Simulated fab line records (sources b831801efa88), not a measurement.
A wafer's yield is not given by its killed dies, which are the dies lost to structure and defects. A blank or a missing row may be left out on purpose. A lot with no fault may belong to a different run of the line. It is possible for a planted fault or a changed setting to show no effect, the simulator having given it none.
Which tool did it? / flow sky130 / Sampling: 24 lots, 72 wafers, 5 of 708 route steps

== WHAT THE GAUGES SHOWED, per wafer ==
SKY_VIA2_THK_MEAS_01. Usual: VIA2_HDPCVD_THK 1176 nm, standard deviation 14.
lot=L074; measured=day 35 00:44; on=film_metro-04; VIA2_HDPCVD_THK (nm)=1165 1167 1174; flag=
lot=L077; measured=day 35 13:51; on=film_metro-04; VIA2_HDPCVD_THK (nm)=1176 1177 1168; flag=
lot=L075; measured=day 35 16:11; on=film_metro-01; VIA2_HDPCVD_THK (nm)=1201 1166 1211; flag=
lot=L076; measured=day 35 19:35; on=film_metro-04; VIA2_HDPCVD_THK (nm)=1196 1183 1170; flag=
lot=L078; measured=day 36 01:00; on=film_metro-01; VIA2_HDPCVD_THK (nm)=1188 1183 1172; flag=
lot=L079; measured=day 36 03:58; on=film_metro-01; VIA2_HDPCVD_THK (nm)=1204 1190 1210; flag=
lot=L080; measured=day 36 21:58; on=film_metro-04; VIA2_HDPCVD_THK (nm)=1174 1185 1191; flag=
lot=L081; measured=day 37 11:55; on=film_metro-01; VIA2_HDPCVD_THK (nm)=1160 1148 1160; flag=
lot=L082; measured=day 37 14:02; on=film_metro-02; VIA2_HDPCVD_THK (nm)=1162 1155 1181; flag=
lot=L083; measured=day 37 21:23; on=film_metro-04; VIA2_HDPCVD_THK (nm)=1158 1171 1169; flag=
lot=L084; measured=day 38 09:19; on=film_metro-01; VIA2_HDPCVD_THK (nm)=1175 1161 1179; flag=
lot=L085; measured=day 39 05:28; on=film_metro-01; VIA2_HDPCVD_THK (nm)=1178 1177 1199; flag=
lot=L086; measured=day 39 10:09; on=film_metro-04; VIA2_HDPCVD_THK (nm)=1170 1163 1159; flag=
lot=L087; measured=day 39 10:34; on=film_metro-02; VIA2_HDPCVD_THK (nm)=1187 1165 1179; flag=
lot=L088; measured=day 39 15:07; on=film_metro-01; VIA2_HDPCVD_THK (nm)=1169 1162 1187; flag=
lot=L089; measured=day 39 20:20; on=film_metro-01; VIA2_HDPCVD_THK (nm)=1162 1148 1150; flag=
lot=L090; measured=day 40 06:50; on=film_metro-02; VIA2_HDPCVD_THK (nm)=1176 1171 1179; flag=
lot=L091; measured=day 40 10:17; on=film_metro-01; VIA2_HDPCVD_THK (nm)=1182 1174 1190; flag=
lot=L092; measured=day 40 13:55; on=film_metro-01; VIA2_HDPCVD_THK (nm)=1183 1190 1171; flag=
lot=L093; measured=day 40 20:55; on=film_metro-04; VIA2_HDPCVD_THK (nm)=1169 1188 1206; flag=
lot=L094; measured=day 41 13:07; on=film_metro-01; VIA2_HDPCVD_THK (nm)=1171 1173 1152; flag=
lot=L095; measured=day 41 14:10; on=film_metro-04; VIA2_HDPCVD_THK (nm)=1192 1195 1179; flag=
lot=L096; measured=day 41 20:39; on=film_metro-02; VIA2_HDPCVD_THK (nm)=1167 1153 1173; flag=
lot=L097; measured=day 42 08:19; on=film_metro-04; VIA2_HDPCVD_THK (nm)=1196 1173 1192; flag=

SKY_METAL3_CD_MEAS_13: the cd target is 300 nm. Usual: cd_nm reads 299.9 nm (standard deviation 1.6).
lot=L074; measured=day 38 11:55; on=cd_sem-02; cd_nm (nm)=298.9 299.9 299.6; flag=
lot=L077; measured=day 39 01:04; on=cd_sem-01; cd_nm (nm)=298.5 299.8 300.8; flag=
lot=L075; measured=day 39 02:37; on=cd_sem-02; cd_nm (nm)=302.0 301.2 302.5; flag=
lot=L076; measured=day 39 07:10; on=cd_sem-01; cd_nm (nm)=301.1 300.0 300.9; flag=
lot=L078; measured=day 39 11:38; on=cd_sem-02; cd_nm (nm)=299.1 298.3 299.6; flag=
lot=L079; measured=day 39 14:22; on=cd_sem-02; cd_nm (nm)=300.6 301.3 301.9; flag=
lot=L080; measured=day 40 06:11; on=cd_sem-02; cd_nm (nm)=299.2 299.5 298.6; flag=
lot=L081; measured=day 40 19:23; on=cd_sem-01; cd_nm (nm)=299.6 300.4 300.1; flag=
lot=L082; measured=day 40 22:25; on=cd_sem-01; cd_nm (nm)=302.7 300.9 303.2; flag=
lot=L083; measured=day 41 04:32; on=cd_sem-02; cd_nm (nm)=299.6 299.2 298.0; flag=
lot=L084; measured=day 41 15:50; on=cd_sem-02; cd_nm (nm)=299.8 301.1 300.3; flag=
lot=L085; measured=day 42 08:01; on=cd_sem-02; cd_nm (nm)=301.7 301.7 300.1; flag=
lot=L086; measured=day 42 13:13; on=cd_sem-02; cd_nm (nm)=297.9 298.4 298.9; flag=
lot=L087; measured=day 42 13:56; on=cd_sem-02; cd_nm (nm)=299.6 301.9 301.5; flag=
lot=L088; measured=day 42 17:52; on=cd_sem-01; cd_nm (nm)=297.6 299.4 298.9; flag=
lot=L089; measured=day 42 22:01; on=cd_sem-02; cd_nm (nm)=301.6 301.4 301.1; flag=
lot=L090; measured=day 43 06:44; on=cd_sem-01; cd_nm (nm)=296.1 296.5 296.4; flag=
lot=L091; measured=day 43 10:01; on=cd_sem-02; cd_nm (nm)=298.1 297.6 298.3; flag=
lot=L092; measured=day 43 15:25; on=cd_sem-01; cd_nm (nm)=299.4 300.1 300.7; flag=
lot=L093; measured=day 43 21:43; on=cd_sem-01; cd_nm (nm)=299.2 297.9 298.6; flag=
lot=L094; measured=day 44 12:56; on=cd_sem-01; cd_nm (nm)=301.2 300.9 300.4; flag=
lot=L095; measured=day 44 13:57; on=cd_sem-01; cd_nm (nm)=300.2 301.2 299.6; flag=
lot=L096; measured=day 44 19:48; on=cd_sem-02; cd_nm (nm)=298.6 297.9 296.7; flag=
lot=L097; measured=day 45 06:28; on=cd_sem-02; cd_nm (nm)=301.8 300.2 302.7; flag=

== TOOL THAT RAN EACH LOT (tool first, then ch and the chambers of the sampled wafers, then the start) ==
lot=L074; SKY_VIA2_CMP_02=cmp-02 ch 0,1,2, day 35 00:47; SKY_VIA2_SPUTTER_20=pvd_sputter-02, day 36 04:47; SKY_CAPM_STRIP_14=plasma_asher-04 ch 0,1, day 37 08:19
lot=L077; SKY_VIA2_CMP_02=cmp-01 ch 0,1,3, day 35 14:07; SKY_VIA2_SPUTTER_20=pvd_sputter-01, day 36 18:19; SKY_CAPM_STRIP_14=plasma_asher-02 ch 0,1, day 37 21:53
lot=L075; SKY_VIA2_CMP_02=cmp-02 ch 0,2,3, day 35 16:24; SKY_VIA2_SPUTTER_20=pvd_sputter-01, day 36 19:59; SKY_CAPM_STRIP_14=plasma_asher-01 ch 0,1, day 37 23:38
lot=L076; SKY_VIA2_CMP_02=cmp-02 ch 2,3, day 35 19:38; SKY_VIA2_SPUTTER_20=pvd_sputter-01, day 36 23:59; SKY_CAPM_STRIP_14=plasma_asher-04 ch 0,1, day 38 03:59
lot=L078; SKY_VIA2_CMP_02=cmp-01 ch 0,2,3, day 36 01:06; SKY_VIA2_SPUTTER_20=pvd_sputter-01, day 37 04:56; SKY_CAPM_STRIP_14=plasma_asher-04 ch 0, day 38 08:40
lot=L079; SKY_VIA2_CMP_02=cmp-01 ch 0,1,3, day 36 04:05; SKY_VIA2_SPUTTER_20=pvd_sputter-01, day 37 07:55; SKY_CAPM_STRIP_14=plasma_asher-04 ch 0,1, day 38 12:04
lot=L080; SKY_VIA2_CMP_02=cmp-02 ch 0,1,2, day 36 22:05; SKY_VIA2_SPUTTER_20=pvd_sputter-03, day 38 01:52; SKY_CAPM_STRIP_14=plasma_asher-01 ch 0,1, day 39 05:00
lot=L081; SKY_VIA2_CMP_02=cmp-01 ch 0,2,3, day 37 11:58; SKY_VIA2_SPUTTER_20=pvd_sputter-03, day 38 15:43; SKY_CAPM_STRIP_14=plasma_asher-01 ch 0,1, day 39 18:50
lot=L082; SKY_VIA2_CMP_02=cmp-02 ch 1,3, day 37 14:05; SKY_VIA2_SPUTTER_20=pvd_sputter-02, day 38 18:13; SKY_CAPM_STRIP_14=plasma_asher-01 ch 0,1, day 39 21:29
lot=L083; SKY_VIA2_CMP_02=cmp-02 ch 1,2,3, day 37 21:28; SKY_VIA2_SPUTTER_20=pvd_sputter-03, day 39 00:54; SKY_CAPM_STRIP_14=plasma_asher-02 ch 0,1, day 40 04:00
lot=L084; SKY_VIA2_CMP_02=cmp-01 ch 0,1, day 38 09:22; SKY_VIA2_SPUTTER_20=pvd_sputter-02, day 39 13:17; SKY_CAPM_STRIP_14=plasma_asher-01 ch 0,1, day 40 15:28
lot=L085; SKY_VIA2_CMP_02=cmp-02 ch 1,2, day 39 05:31; SKY_VIA2_SPUTTER_20=pvd_sputter-03, day 40 08:38; SKY_CAPM_STRIP_14=plasma_asher-04 ch 0,1, day 41 08:21
lot=L086; SKY_VIA2_CMP_02=cmp-01 ch 1,2,3, day 39 10:13; SKY_VIA2_SPUTTER_20=pvd_sputter-03, day 40 12:41; SKY_CAPM_STRIP_14=plasma_asher-02 ch 0,1, day 41 12:59
lot=L087; SKY_VIA2_CMP_02=cmp-01 ch 1,2,3, day 39 10:38; SKY_VIA2_SPUTTER_20=pvd_sputter-02, day 40 13:33; SKY_CAPM_STRIP_14=plasma_asher-01 ch 0,1, day 41 13:17
lot=L088; SKY_VIA2_CMP_02=cmp-01 ch 0,2,3, day 39 15:16; SKY_VIA2_SPUTTER_20=pvd_sputter-01, day 40 17:31; SKY_CAPM_STRIP_14=plasma_asher-01 ch 1, day 41 17:44
lot=L089; SKY_VIA2_CMP_02=cmp-02 ch 0,2, day 39 20:23; SKY_VIA2_SPUTTER_20=pvd_sputter-02, day 40 21:31; SKY_CAPM_STRIP_14=plasma_asher-04 ch 0,1, day 41 22:13
lot=L090; SKY_VIA2_CMP_02=cmp-02 ch 0,1, day 40 06:53; SKY_VIA2_SPUTTER_20=pvd_sputter-02, day 41 07:30; SKY_CAPM_STRIP_14=plasma_asher-02 ch 0,1, day 42 07:31
lot=L091; SKY_VIA2_CMP_02=cmp-01 ch 0,1,2, day 40 10:26; SKY_VIA2_SPUTTER_20=pvd_sputter-02, day 41 10:43; SKY_CAPM_STRIP_14=plasma_asher-04 ch 0, day 42 10:53
lot=L092; SKY_VIA2_CMP_02=cmp-02 ch 1,2,3, day 40 13:59; SKY_VIA2_SPUTTER_20=pvd_sputter-01, day 41 15:01; SKY_CAPM_STRIP_14=plasma_asher-04 ch 0,1, day 42 15:40
lot=L093; SKY_VIA2_CMP_02=cmp-01 ch 1,2,3, day 40 21:15; SKY_VIA2_SPUTTER_20=pvd_sputter-01, day 41 21:58; SKY_CAPM_STRIP_14=plasma_asher-02 ch 1, day 42 22:26
lot=L094; SKY_VIA2_CMP_02=cmp-02 ch 0,1,2, day 41 13:16; SKY_VIA2_SPUTTER_20=pvd_sputter-03, day 42 14:00; SKY_CAPM_STRIP_14=plasma_asher-01 ch 0,1, day 43 14:10
lot=L095; SKY_VIA2_CMP_02=cmp-01 ch 1,2,3, day 41 14:12; SKY_VIA2_SPUTTER_20=pvd_sputter-03, day 42 15:11; SKY_CAPM_STRIP_14=plasma_asher-04 ch 0,1, day 43 14:52
lot=L096; SKY_VIA2_CMP_02=cmp-01 ch 0,1, day 41 20:41; SKY_VIA2_SPUTTER_20=pvd_sputter-03, day 42 21:26; SKY_CAPM_STRIP_14=plasma_asher-01 ch 0,1, day 43 21:35
lot=L097; SKY_VIA2_CMP_02=cmp-02 ch 2,3, day 42 08:23; SKY_VIA2_SPUTTER_20=pvd_sputter-01, day 43 08:46; SKY_CAPM_STRIP_14=plasma_asher-01 ch 0, day 44 08:08
- SKY_VIA2_CMP_02: polishes SiO2.
- SKY_VIA2_SPUTTER_20: material TiN, target thk 20 nm, time 80 s.
- SKY_CAPM_STRIP_14: strips in O2/N2.

== WHAT THE TOOLS THEMSELVES READ (means of the sampled wafers that have a number; where no wafer has one, the mark that the record gives instead) ==
SKY_VIA2_CMP_02. Usual: motor_current_A 12.2 A, standard deviation 0.99; slurry_filter_dp_kPa 13.51 kPa, standard deviation 0.15.
lot=L074; tool=cmp-02; motor_current_A (A)=12.1; slurry_filter_dp_kPa (kPa)=13.52; flag=
lot=L077; tool=cmp-01; motor_current_A (A)=12.2; slurry_filter_dp_kPa (kPa)=13.48; flag=
lot=L075; tool=cmp-02; motor_current_A (A)=11.8; slurry_filter_dp_kPa (kPa)=13.49; flag=
lot=L076; tool=cmp-02; motor_current_A (A)=12.3; slurry_filter_dp_kPa (kPa)=13.53; flag=
lot=L078; tool=cmp-01; motor_current_A (A)=12.2; slurry_filter_dp_kPa (kPa)=13.56; flag=
lot=L079; tool=cmp-01; motor_current_A (A)=11.9; slurry_filter_dp_kPa (kPa)=13.46; flag=
lot=L080; tool=cmp-02; motor_current_A (A)=11.9; slurry_filter_dp_kPa (kPa)=13.55; flag=
lot=L081; tool=cmp-01; motor_current_A (A)=12.0; slurry_filter_dp_kPa (kPa)=13.54; flag=
lot=L082; tool=cmp-02; motor_current_A (A)=13.1; slurry_filter_dp_kPa (kPa)=13.48; flag=
lot=L083; tool=cmp-02; motor_current_A (A)=12.7; slurry_filter_dp_kPa (kPa)=13.48; flag=
lot=L084; tool=cmp-01; motor_current_A (A)=12.1; slurry_filter_dp_kPa (kPa)=13.62; flag=
lot=L085; tool=cmp-02; motor_current_A (A)=12.7; slurry_filter_dp_kPa (kPa)=13.46; flag=
lot=L086; tool=cmp-01; motor_current_A (A)=13.0; slurry_filter_dp_kPa (kPa)=13.46; flag=
lot=L087; tool=cmp-01; motor_current_A (A)=13.3; slurry_filter_dp_kPa (kPa)=13.45; flag=
lot=L088; tool=cmp-01; motor_current_A (A)=12.1; slurry_filter_dp_kPa (kPa)=13.62; flag=
lot=L089; tool=cmp-02; motor_current_A (A)=11.3; slurry_filter_dp_kPa (kPa)=13.55; flag=
lot=L090; tool=cmp-02; motor_current_A (A)=11.5; slurry_filter_dp_kPa (kPa)=13.48; flag=
lot=L091; tool=cmp-01; motor_current_A (A)=12.3; slurry_filter_dp_kPa (kPa)=13.43; flag=
lot=L092; tool=cmp-02; motor_current_A (A)=12.4; slurry_filter_dp_kPa (kPa)=13.40; flag=
lot=L093; tool=cmp-01; motor_current_A (A)=12.7; slurry_filter_dp_kPa (kPa)=13.43; flag=
lot=L094; tool=cmp-02; motor_current_A (A)=11.9; slurry_filter_dp_kPa (kPa)=13.49; flag=
lot=L095; tool=cmp-01; motor_current_A (A)=12.7; slurry_filter_dp_kPa (kPa)=13.47; flag=
lot=L096; tool=cmp-01; motor_current_A (A)=11.3; slurry_filter_dp_kPa (kPa)=13.64; flag=
lot=L097; tool=cmp-02; motor_current_A (A)=12.2; slurry_filter_dp_kPa (kPa)=13.51; flag=

SKY_VIA2_SPUTTER_20. Usual: chamber_pressure_pa 5.001 Pa, standard deviation 0.012; throttle_valve_pct 29.7 %, standard deviation 0.92.
lot=L074; tool=pvd_sputter-02; chamber_pressure_pa (Pa)=5.014; throttle_valve_pct (%)=30.7; flag=
lot=L077; tool=pvd_sputter-01; chamber_pressure_pa (Pa)=5.018; throttle_valve_pct (%)=29.5; flag=
lot=L075; tool=pvd_sputter-01; chamber_pressure_pa (Pa)=4.997; throttle_valve_pct (%)=29.9; flag=
lot=L076; tool=pvd_sputter-01; chamber_pressure_pa (Pa)=5.003; throttle_valve_pct (%)=29.5; flag=
lot=L078; tool=pvd_sputter-01; chamber_pressure_pa (Pa)=5.001; throttle_valve_pct (%)=29.9; flag=
lot=L079; tool=pvd_sputter-01; chamber_pressure_pa (Pa)=5.013; throttle_valve_pct (%)=29.7; flag=
lot=L080; tool=pvd_sputter-03; chamber_pressure_pa (Pa)=5.000; throttle_valve_pct (%)=28.7; flag=
lot=L081; tool=pvd_sputter-03; chamber_pressure_pa (Pa)=5.010; throttle_valve_pct (%)=28.8; flag=
lot=L082; tool=pvd_sputter-02; chamber_pressure_pa (Pa)=4.989; throttle_valve_pct (%)=30.5; flag=
lot=L083; tool=pvd_sputter-03; chamber_pressure_pa (Pa)=4.995; throttle_valve_pct (%)=28.8; flag=
lot=L084; tool=pvd_sputter-02; chamber_pressure_pa (Pa)=5.000; throttle_valve_pct (%)=30.8; flag=
lot=L085; tool=pvd_sputter-03; chamber_pressure_pa (Pa)=4.998; throttle_valve_pct (%)=28.8; flag=
lot=L086; tool=pvd_sputter-03; chamber_pressure_pa (Pa)=5.002; throttle_valve_pct (%)=28.7; flag=
lot=L087; tool=pvd_sputter-02; chamber_pressure_pa (Pa)=5.010; throttle_valve_pct (%)=30.5; flag=
lot=L088; tool=pvd_sputter-01; chamber_pressure_pa (Pa)=4.990; throttle_valve_pct (%)=29.2; flag=
lot=L089; tool=pvd_sputter-02; chamber_pressure_pa (Pa)=4.990; throttle_valve_pct (%)=30.0; flag=
lot=L090; tool=pvd_sputter-02; chamber_pressure_pa (Pa)=4.999; throttle_valve_pct (%)=30.4; flag=
lot=L091; tool=pvd_sputter-02; chamber_pressure_pa (Pa)=5.009; throttle_valve_pct (%)=30.8; flag=
lot=L092; tool=pvd_sputter-01; chamber_pressure_pa (Pa)=5.000; throttle_valve_pct (%)=29.4; flag=
lot=L093; tool=pvd_sputter-01; chamber_pressure_pa (Pa)=5.000; throttle_valve_pct (%)=29.6; flag=
lot=L094; tool=pvd_sputter-03; chamber_pressure_pa (Pa)=4.991; throttle_valve_pct (%)=28.8; flag=
lot=L095; tool=pvd_sputter-03; chamber_pressure_pa (Pa)=5.000; throttle_valve_pct (%)=28.7; flag=
lot=L096; tool=pvd_sputter-03; chamber_pressure_pa (Pa)=5.004; throttle_valve_pct (%)=28.7; flag=
lot=L097; tool=pvd_sputter-01; chamber_pressure_pa (Pa)=4.994; throttle_valve_pct (%)=29.6; flag=

SKY_CAPM_STRIP_14. Usual: chamber_pressure_mTorr 1500.0 mTorr, standard deviation 1.3; drypump_motor_current_A 5.6 A, standard deviation 0.51; o2_flow_sccm 3000 sccm, standard deviation 9.3; oes_product_au 0.710 a.u., standard deviation 0.0045; strip_time_to_endpoint_s 12.63 s, standard deviation 0.049.
lot=L074; tool=plasma_asher-04; chamber_pressure_mTorr (mTorr)=1499.4; drypump_motor_current_A (A)=5.9; o2_flow_sccm (sccm)=2994; oes_product_au (a.u.)=0.709; strip_time_to_endpoint_s (s)=12.67; flag=
lot=L077; tool=plasma_asher-02; chamber_pressure_mTorr (mTorr)=1500.8; drypump_motor_current_A (A)=5.3; o2_flow_sccm (sccm)=3001; oes_product_au (a.u.)=0.710; strip_time_to_endpoint_s (s)=12.65; flag=
lot=L075; tool=plasma_asher-01; chamber_pressure_mTorr (mTorr)=1499.5; drypump_motor_current_A (A)=5.3; o2_flow_sccm (sccm)=3005; oes_product_au (a.u.)=0.711; strip_time_to_endpoint_s (s)=12.59; flag=
lot=L076; tool=plasma_asher-04; chamber_pressure_mTorr (mTorr)=1501.0; drypump_motor_current_A (A)=6.0; o2_flow_sccm (sccm)=3008; oes_product_au (a.u.)=0.716; strip_time_to_endpoint_s (s)=12.60; flag=
lot=L078; tool=plasma_asher-04; chamber_pressure_mTorr (mTorr)=1502.0; drypump_motor_current_A (A)=5.8; o2_flow_sccm (sccm)=3002; oes_product_au (a.u.)=0.711; strip_time_to_endpoint_s (s)=12.62; flag=
lot=L079; tool=plasma_asher-04; chamber_pressure_mTorr (mTorr)=1500.0; drypump_motor_current_A (A)=5.9; o2_flow_sccm (sccm)=3003; oes_product_au (a.u.)=0.713; strip_time_to_endpoint_s (s)=12.65; flag=
lot=L080; tool=plasma_asher-01; chamber_pressure_mTorr (mTorr)=1498.6; drypump_motor_current_A (A)=5.3; o2_flow_sccm (sccm)=2995; oes_product_au (a.u.)=0.712; strip_time_to_endpoint_s (s)=12.63; flag=
lot=L081; tool=plasma_asher-01; chamber_pressure_mTorr (mTorr)=1499.9; drypump_motor_current_A (A)=5.3; o2_flow_sccm (sccm)=2999; oes_product_au (a.u.)=0.706; strip_time_to_endpoint_s (s)=12.67; flag=
lot=L082; tool=plasma_asher-01; chamber_pressure_mTorr (mTorr)=1499.9; drypump_motor_current_A (A)=5.3; o2_flow_sccm (sccm)=2997; oes_product_au (a.u.)=0.713; strip_time_to_endpoint_s (s)=12.65; flag=
lot=L083; tool=plasma_asher-02; chamber_pressure_mTorr (mTorr)=1500.4; drypump_motor_current_A (A)=5.4; o2_flow_sccm (sccm)=3003; oes_product_au (a.u.)=0.707; strip_time_to_endpoint_s (s)=12.59; flag=
lot=L084; tool=plasma_asher-01; chamber_pressure_mTorr (mTorr)=1500.0; drypump_motor_current_A (A)=5.3; o2_flow_sccm (sccm)=2993; oes_product_au (a.u.)=0.715; strip_time_to_endpoint_s (s)=12.63; flag=
lot=L085; tool=plasma_asher-04; chamber_pressure_mTorr (mTorr)=1500.2; drypump_motor_current_A (A)=5.9; o2_flow_sccm (sccm)=2998; oes_product_au (a.u.)=0.710; strip_time_to_endpoint_s (s)=12.64; flag=
lot=L086; tool=plasma_asher-02; chamber_pressure_mTorr (mTorr)=1500.0; drypump_motor_current_A (A)=5.3; o2_flow_sccm (sccm)=2999; oes_product_au (a.u.)=0.708; strip_time_to_endpoint_s (s)=12.60; flag=
lot=L087; tool=plasma_asher-01; chamber_pressure_mTorr (mTorr)=1499.7; drypump_motor_current_A (A)=5.3; o2_flow_sccm (sccm)=3002; oes_product_au (a.u.)=0.713; strip_time_to_endpoint_s (s)=12.65; flag=
lot=L088; tool=plasma_asher-01; chamber_pressure_mTorr (mTorr)=1499.7; drypump_motor_current_A (A)=6.2; o2_flow_sccm (sccm)=2995; oes_product_au (a.u.)=0.709; strip_time_to_endpoint_s (s)=12.65; flag=
lot=L089; tool=plasma_asher-04; chamber_pressure_mTorr (mTorr)=1499.7; drypump_motor_current_A (A)=5.9; o2_flow_sccm (sccm)=2997; oes_product_au (a.u.)=0.715; strip_time_to_endpoint_s (s)=12.58; flag=
lot=L090; tool=plasma_asher-02; chamber_pressure_mTorr (mTorr)=1499.3; drypump_motor_current_A (A)=5.3; o2_flow_sccm (sccm)=3009; oes_product_au (a.u.)=0.711; strip_time_to_endpoint_s (s)=12.61; flag=
lot=L091; tool=plasma_asher-04; chamber_pressure_mTorr (mTorr)=1499.7; drypump_motor_current_A (A)=5.9; o2_flow_sccm (sccm)=3002; oes_product_au (a.u.)=0.710; strip_time_to_endpoint_s (s)=12.69; flag=
lot=L092; tool=plasma_asher-04; chamber_pressure_mTorr (mTorr)=1500.1; drypump_motor_current_A (A)=6.0; o2_flow_sccm (sccm)=2997; oes_product_au (a.u.)=0.707; strip_time_to_endpoint_s (s)=12.59; flag=
lot=L093; tool=plasma_asher-02; chamber_pressure_mTorr (mTorr)=1500.1; drypump_motor_current_A (A)=5.4; o2_flow_sccm (sccm)=3000; oes_product_au (a.u.)=0.710; strip_time_to_endpoint_s (s)=12.61; flag=
lot=L094; tool=plasma_asher-01; chamber_pressure_mTorr (mTorr)=1500.0; drypump_motor_current_A (A)=5.3; o2_flow_sccm (sccm)=2994; oes_product_au (a.u.)=0.709; strip_time_to_endpoint_s (s)=12.61; flag=
lot=L095; tool=plasma_asher-04; chamber_pressure_mTorr (mTorr)=1500.0; drypump_motor_current_A (A)=6.0; o2_flow_sccm (sccm)=2999; oes_product_au (a.u.)=0.710; strip_time_to_endpoint_s (s)=12.66; flag=
lot=L096; tool=plasma_asher-01; chamber_pressure_mTorr (mTorr)=1500.3; drypump_motor_current_A (A)=5.3; o2_flow_sccm (sccm)=3006; oes_product_au (a.u.)=0.711; strip_time_to_endpoint_s (s)=12.65; flag=
lot=L097; tool=plasma_asher-01; chamber_pressure_mTorr (mTorr)=1499.9; drypump_motor_current_A (A)=4.8; o2_flow_sccm (sccm)=3016; oes_product_au (a.u.)=0.709; strip_time_to_endpoint_s (s)=12.67; flag=

== THE ANSWER, worked out from the rows above alone ==
Rule: a lot counts as off when the mean over its wafers that have a number is more than 3 standard deviations away from the usual mean. A lot without any number at a reading at which 4 lots or more have one is off too. Any other lot the step has rows for is counted as sound. Order of review: gauges by route order, followed by the tools' own readings, for which a lot's mean as printed above is used. The first step at which some lot is off is used, and at that step the reading that is off furthest; a lot without a number counts as furthest.
No lot is off at any reading shown: from this, nothing can be told.

== WHAT THE SIMULATOR PUT IN ==
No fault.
